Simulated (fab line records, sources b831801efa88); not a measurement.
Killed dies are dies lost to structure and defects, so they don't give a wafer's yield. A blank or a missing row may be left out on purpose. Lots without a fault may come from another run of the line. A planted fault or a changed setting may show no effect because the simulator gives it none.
fab line records | flow sky130
record lots=11 wafers=33 last_day=50
route steps=708 shown FIELD_ISO@18 VT_ADJUST_NCORE@128 VT_ADJUST_PCH@152
lots that met no fault: from a run of the same line without faults
start_h: hours from the record's first day to the start of the lot's first wafer shown | wait_h: hours since the lot's step before | " the same as in the row above | L1.1+2: a row that stands for several wafers | - no value, or no start given | * or withheld: withheld | < > ~ a bound
route shown NAME@n: a module of which the file shows steps, and the number in the route of the first | usual: mean/standard deviation of fault-free wafers | same: alike in all rows | chamber/n: place in a boat | sites: the reading at each site | _std_site: their standard deviation | _edge_site: outer sites' mean less inner sites' | radius_mm: how far each site lies from the wafer's centre | mask NAME#n: copy n | behind: the tool/chamber that last shaped the wafer | hold: why the lot was held/for how many hours/how that ended | device: the transistor (n, p or np) that didn't switch | end of line: the same wafers' tests at the end of the route | a step without rows: its recipe alone | killed: dies lost to structure and defects at the first sort, not the wafer's yield | map: a wafer's dies, x killed, . not, _ none there
set.NAME: the setting as run; set.NAME@STEP: as run at that earlier step | model.NAME: the simulator's own value behind a step, which no gauge read
steps of the route over a sample of lots; a table a step, a row a wafer
services: from which hour (start_h, from the record's first day; less than 0 if before it) a tool's chamber was out of use, for how many hours, and why
## steps
# step SKY_FIELD_ISO_ETCH_17
# recipe target_depth_a=3420 mask_material=Si3N4 chemistry=HBr/Cl2/O2 target=Si taper_deg=5 icp_w=600 bias_w=150 pressure_mtorr=15 HBr_flow_sccm=150 Cl2_flow_sccm=40 O2_flow_sccm=6 time_s=97.7
# usual O2_flow_sccm=6.003/0.018 drypump_motor_current_A=5.6/0.45 oes_product_au=1.000/0.012 throttle_valve_pct=25.657/0.012
# same time_s=97.7
# columns lot.wafer tool chamber start_h wait_h O2_flow_sccm drypump_motor_current_A oes_product_au rf_hours_counter_h throttle_valve_pct
L615.1 rie_si-02 0 29.75 0.1 6.031 4.9 1.018 91 25.628
L615.3 " 2 " " 5.981 6.1 0.987 1 25.663
L615.6 " 2 " " 5.999 6.1 0.994 - 25.659
L616.2 rie_si-02 0 35.49 0.1 6.003 4.9 1.015 91 25.625
L616.3 " 2 " " 6.004 6.1 0.983 1 25.647
L616.6 " 0 " " 6.017 4.9 1.023 - 25.647
L618.2 rie_si-01 0 45.05 0.1 6.008 5.4 0.990 1 25.657
L618.4 " 2 " " 5.993 5.7 0.998 152 25.650
L618.6 " 0 " " 6.010 5.4 0.997 - 25.669
L620.2 rie_si-01 1 55.74 0.1 5.993 6.3 0.996 89 25.672
L620.3 " 0 " " 5.987 5.4 1.007 1 25.633
L620.6 " 2 " " 5.997 5.7 1.000 - 25.668
L622.2 rie_si-02 1 65.76 0.1 5.991 5.6 1.009 71 25.641
L622.3 " 0 " " 6.016 4.9 1.022 91 25.652
L622.6 " 0 " " 6.023 4.9 1.018 - 25.635
L627.2 rie_si-02 3 92.19 0.1 6.002 5.9 1.002 58 25.648
L627.4 " 1 " " 5.979 5.6 0.996 71 25.658
L627.6 " 0 " " 6.011 4.9 1.008 - 25.649
L634.2 rie_si-02 0 126.21 0.1 5.988 4.9 1.022 92 25.638
L634.5 " 0 " " 6.017 4.9 1.030 - 25.643
L634.6 " 3 " " 5.998 5.9 1.019 - 25.639
L635.1 rie_si-02 2 136.19 0.1 6.016 6.1 0.980 2 25.660
L635.4 " 1 " " 5.995 5.6 1.008 71 25.650
L635.5 " 2 " " 6.031 6.1 0.995 - 25.673
L636.2 rie_si-01 2 139.66 0.1 6.030 5.7 1.007 0 25.660
L636.4 " 0 " " 5.991 5.3 0.998 2 25.664
L636.5 " 1 " " 6.001 6.4 1.009 - 25.669
L637.1 rie_si-02 0 149.04 0.1 5.993 4.9 1.019 92 25.631
L637.5 " 3 " " 6.021 5.9 1.009 - 25.658
L637.6 " 0 " " 6.037 4.9 1.024 - 25.660
L638.1 rie_si-01 0 150.29 0.1 6.006 5.3 0.999 2 25.651
L638.3 " 2 " " 6.000 5.7 0.992 1 25.660
L638.6 " 0 " " 5.966 5.4 0.988 - 25.675
# step SKY_FIELD_ISO_CMP_27
# recipe stop_on=Si3N4 t_overpolish_s=16 down_force_psi=4 platen_rpm=60 target_thk_nm=457.8 pad_velocity_m_s=0.94248
# usual motor_current_A=12.0/1.1 overpolish_run_s=16.000/0.0088 slurry_filter_dp_kPa=13.49/0.13 time_to_endpoint_s=112/5
# columns lot.wafer tool chamber start_h wait_h motor_current_A overpolish_run_s slurry_filter_dp_kPa time_to_endpoint_s
L615.1 cmp-01 1 33.13 0.0 10.8 16.004 13.59 108
L615.3 " 0 " " 11.0 16.018 13.41 120
L615.6 " 2 " " 12.1 16.007 13.72 108
L616.3 cmp-01 3 38.76 0.1 13.4 15.987 13.47 108
L616.2 " 0 " " 12.5 15.996 13.58 123
L616.6 " 2 " " 12.1 15.992 13.47 105
L618.4 cmp-02 0 49.57 0.0 11.8 15.996 13.41 109
L618.2 " 1 " " 12.7 16.011 13.68 112
L618.6 " 1 " " 12.7 16.013 13.42 109
L620.2 cmp-02 2 60.21 0.0 11.1 15.997 13.48 121
L620.3 " 3 " " 11.3 16.007 13.38 113
L620.6 " 2 " " 11.4 15.997 13.55 125
L622.3 cmp-01 3 71.09 0.1 13.4 15.992 13.73 110
L622.2 " 1 " " 10.6 16.000 13.46 105
L622.6 " 3 " " 14.2 16.007 13.37 109
L627.4 cmp-01 2 95.45 0.1 12.3 15.994 13.32 110
L627.2 " 0 " " 11.6 15.993 13.46 119
L627.6 " 1 " " 10.7 16.012 13.57 113
L634.2 cmp-02 2 135.77 0.1 11.6 16.009 13.45 117
L634.6 " 3 " " 11.1 15.988 13.34 108
L634.5 " 0 " " 12.4 16.002 13.41 109
L635.4 cmp-02 3 141.49 0.1 11.3 15.991 13.52 111
L635.1 " 0 " " 12.5 16.007 13.45 109
L635.5 " 2 " " 11.1 15.995 13.34 119
L636.4 cmp-02 0 144.45 0.0 12.6 16.007 13.64 106
L636.2 " 3 " " 11.1 16.001 13.62 108
L636.5 " 1 " " 13.4 15.992 13.46 113
L637.1 cmp-01 2 153.55 0.4 12.0 15.993 13.48 107
L637.5 " 3 " " 13.6 15.996 13.57 108
L637.6 " 0 " " 11.3 16.000 13.42 119
L638.1 cmp-01 0 153.76 0.1 11.7 15.994 13.55 119
L638.3 " 2 " " 12.5 16.011 13.24 108
L638.6 " 0 " " 11.7 15.996 13.39 116
# step SKY_VT_ADJUST_NCORE_IMPLANT_09
# recipe species=B energy_kev=10 dose_cm2=2.4e+12 tilt_deg=withheld
# usual beam_energy_keV=10.001/0.0029 beam_on_s=10.03/0.23 faraday_current_uA=13.5/0.32
# columns lot.wafer tool chamber start_h wait_h beam_energy_keV beam_on_s faraday_current_uA
L615.1 implanter-02 0 179.03 0.0 9.9991 9.85 13.8
L615.3 " 0 " " 9.9998 9.46 14.2
L615.6 " 0 " " 9.9995 9.80 13.8
L616.2 implanter-01 0 185.31 0.0 9.9973 9.92 13.6
L616.3 " 0 " " 10.004 10.25 13.2
L616.6 " 0 " " 10.002 10.27 13.2
L618.2 implanter-02 0 201.71 0.0 10.002 9.58 14.1
L618.4 " 0 " " 9.9988 10.12 13.4
L618.6 " 0 " " 10.003 10.00 13.5
L620.2 implanter-01 0 216.98 0.0 9.9936 10.28 13.2
L620.3 " 0 " " 9.9999 9.91 13.6
L620.6 " 0 " " 10.002 10.04 13.5
L622.2 implanter-01 0 231.23 0.0 9.9991 11.38 11.9
L622.3 " 0 " " 9.9980 12.15 11.1
L622.6 " 0 " " 10.002 11.68 11.6
L627.2 implanter-01 0 264.13 0.0 10.002 12.00 11.3
L627.4 " 0 " " 10.000 11.66 11.6
L627.6 " 0 " " 9.9980 11.66 11.7
L634.2 implanter-01 0 324.64 0.0 10.000 10.09 13.4
L634.5 " 0 " " 10.007 9.81 13.8
L634.6 " 0 " " 10.002 10.45 12.9
L635.1 implanter-01 0 328.91 0.0 10.004 10.02 13.4
L635.4 " 0 " " 10.003 10.05 13.4
L635.5 " 0 " " 10.001 10.39 12.9
L636.2 implanter-03 0 333.60 0.0 10.001 10.58 12.8
L636.4 " 0 " " 9.9967 10.13 13.4
L636.5 " 0 " " 9.9981 9.81 13.8
L638.1 implanter-03 0 341.83 0.0 9.9974 9.94 13.7
L638.3 " 0 " " 9.9974 10.03 13.6
L638.6 " 0 " " 9.9986 9.89 13.7
L637.1 implanter-01 0 345.36 0.0 10.001 10.05 13.5
L637.5 " 0 " " 10.006 10.36 13.1
L637.6 " 0 " " 10.001 9.91 13.6
# step SKY_VT_ADJUST_NCORE_TW_MEAS_11
# usual VT_ADJUST_NCORE_TW=218.2/1.5
# columns lot.wafer tool chamber start_h wait_h VT_ADJUST_NCORE_TW
L615.1 film_metro-01 - 179.28 0.1 216.3
L615.3 " - " " 215.8
L615.6 " - " " 216.6
L616.2 film_metro-04 - 185.54 0.1 219.7
L616.3 " - " " 218.8
L616.6 " - " " 219.0
L618.2 film_metro-03 - 201.94 0.1 219.5
L618.4 " - " " 221.6
L618.6 " - " " 220.0
L620.2 film_metro-03 - 217.22 0.1 220.9
L620.3 " - " " 222.5
L620.6 " - " " 220.8
L622.2 film_metro-01 - 231.47 0.1 230.2
L622.3 " - " " 228.0
L622.6 " - " " 228.4
L627.2 film_metro-01 - 264.37 0.1 226.2
L627.4 " - " " 226.8
L627.6 " - " " 227.2
L634.2 film_metro-01 - 324.88 0.1 217.3
L634.5 " - " " 218.1
L634.6 " - " " 217.1
L635.1 film_metro-03 - 329.16 0.1 219.7
L635.4 " - " " 219.2
L635.5 " - " " 220.4
L636.2 film_metro-04 - 333.84 0.1 219.3
L636.4 " - " " 218.7
L636.5 " - " " 218.7
L638.1 film_metro-01 - 342.08 0.1 217.7
L638.3 " - " " 217.5
L638.6 " - " " 216.0
L637.1 film_metro-04 - 345.61 0.1 218.7
L637.5 " - " " 218.8
L637.6 " - " " 217.5
# step SKY_VT_ADJUST_PCH_STRIP_09
# recipe chemistry=O2/N2 power_w=1400 pressure_mtorr=1500 platen_temp_c=withheld o2_flow_sccm=3000 n2_flow_sccm=300 overash_fraction=0.5
# usual drypump_motor_current_A=5.6/0.47 oes_product_au=0.722/0.0049 strip_time_to_endpoint_s=36.86/0.083
# columns lot.wafer tool chamber start_h wait_h drypump_motor_current_A oes_product_au rf_hours_counter_h strip_time_to_endpoint_s
L615.1 plasma_asher-02 0 223.06 0.1 5.8 0.726 39 36.91
L615.3 " 0 " " 5.8 0.718 - 36.95
L615.6 " 0 " " 5.8 0.728 - 36.98
L616.2 plasma_asher-02 0 229.98 0.1 5.8 0.730 39 37.01
L616.3 " 0 " " 5.8 0.721 - 36.88
L616.6 " 1 " " 4.8 0.730 - 36.98
L618.2 plasma_asher-02 0 248.26 0.1 5.8 0.722 41 36.84
L618.4 " 0 " " 5.7 0.723 - 36.83
L618.6 " 1 " " 4.8 0.715 - 36.75
L620.2 plasma_asher-04 0 263.88 0.1 6.2 0.722 58 36.89
L620.3 " 1 " " 5.5 0.725 - 36.84
L620.6 " 1 " " 5.5 0.714 - 36.85
L622.2 plasma_asher-04 1 278.76 0.1 5.6 0.724 60 36.78
L622.3 " 0 " " 6.2 0.720 - 36.85
L622.6 " 0 " " 6.2 0.719 - 36.80
L627.2 plasma_asher-02 0 315.03 0.1 5.8 0.722 48 36.85
L627.4 " 1 " " 4.8 0.716 - 36.87
L627.6 " 0 " " 5.7 0.720 - 36.86
L634.2 plasma_asher-03 0 380.26 0.1 6.0 0.723 67 36.70
L634.5 " 0 " " 6.0 0.727 - 36.83
L634.6 " 1 " " 5.4 0.726 - 36.87
L635.1 plasma_asher-02 1 384.56 0.1 4.8 0.713 54 36.88
L635.4 " 0 " " 5.8 0.723 - 36.81
L635.5 " 1 " " 4.8 0.711 - 36.87
L636.2 plasma_asher-04 1 390.51 0.1 5.5 0.716 71 36.75
L636.4 " 0 " " 6.2 0.715 - 36.71
L636.5 " 0 " " 6.2 0.725 - 36.83
L638.1 plasma_asher-02 1 399.43 0.1 4.8 0.720 55 36.87
L638.3 " 0 " " 5.8 0.728 - 36.96
L638.6 " 0 " " 5.8 0.718 - 36.92
L637.1 plasma_asher-04 1 403.73 0.1 5.5 0.722 73 36.94
L637.5 " 0 " " 6.1 0.717 - 37.02
L637.6 " 1 " " 5.5 0.721 - 37.15
## services
# columns tool chamber start_h hours kind
cmp-02 - 17.25 2.0 repair
cmp-02 - 19.29 6.8 pm
cmp-02 - 64.22 4.0 pm
cmp-01 - 89.37 4.7 pm
implanter-01 - 94.24 0.9 repair
cmp-01 - 103.23 1.5 repair
implanter-01 - 126.41 1.6 repair
cmp-01 - 143.85 0.7 repair
cmp-01 - 166.75 1.0 repair
implanter-01 - 167.87 1.3 repair
plasma_asher-02 - 170.31 2.8 pm
cmp-01 - 216.88 0.4 repair
plasma_asher-02 - 226.23 2.9 repair
rie_si-02 0 229.25 13.1 repair
cmp-01 - 232.00 4.0 pm
rie_si-02 - 246.52 4.3 pm
rie_si-02 - 250.85 2.8 pm
rie_si-02 2 270.78 16.0 repair
cmp-01 - 279.10 19.3 pm
cmp-01 - 321.63 9.4 repair
plasma_asher-02 - 339.43 4.0 repair
implanter-01 - 352.50 3.4 pm
cmp-01 - 361.53 6.3 pm
implanter-01 - 402.91 2.1 repair
## key
first_sign step=SKY_VT_ADJUST_NCORE_IMPLANT_09 reading=beam_on_s direction=up sigmas=7.5 usual=10.03 struck=11.75
effect step=SKY_VT_ADJUST_NCORE_IMPLANT_09 reading=faraday_current_uA direction=down sigmas=6.3 usual=13.5 struck=11.5
effect step=SKY_VT_ADJUST_NCORE_TW_MEAS_11 reading=VT_ADJUST_NCORE_TW direction=up sigmas=6.2 usual=218.2 struck=227.8
met_at SKY_VT_ADJUST_NCORE_IMPLANT_09
struck_lots L622,L627
tester_left_out L622,L627
not_acting_at SKY_FIELD_ISO_ETCH_17,SKY_FIELD_ISO_CMP_27,SKY_VT_ADJUST_PCH_STRIP_09
onset_between 216.98 231.23
fault kind=process_parameter_drift tool=implanter-01 chamber=- onset_h=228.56 steps=SKY_VT_ADJUST_NCORE_IMPLANT_09 channel=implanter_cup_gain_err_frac offset=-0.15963 shape=step end_h=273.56
# tester_left_out: of these lots the tester's yield and bins aren't shown, on N5 and GAA mostly nor the transistor test; their killed dies are dies lost to structure and defects alone, not to doping, threshold or leakage, so they don't give the yield
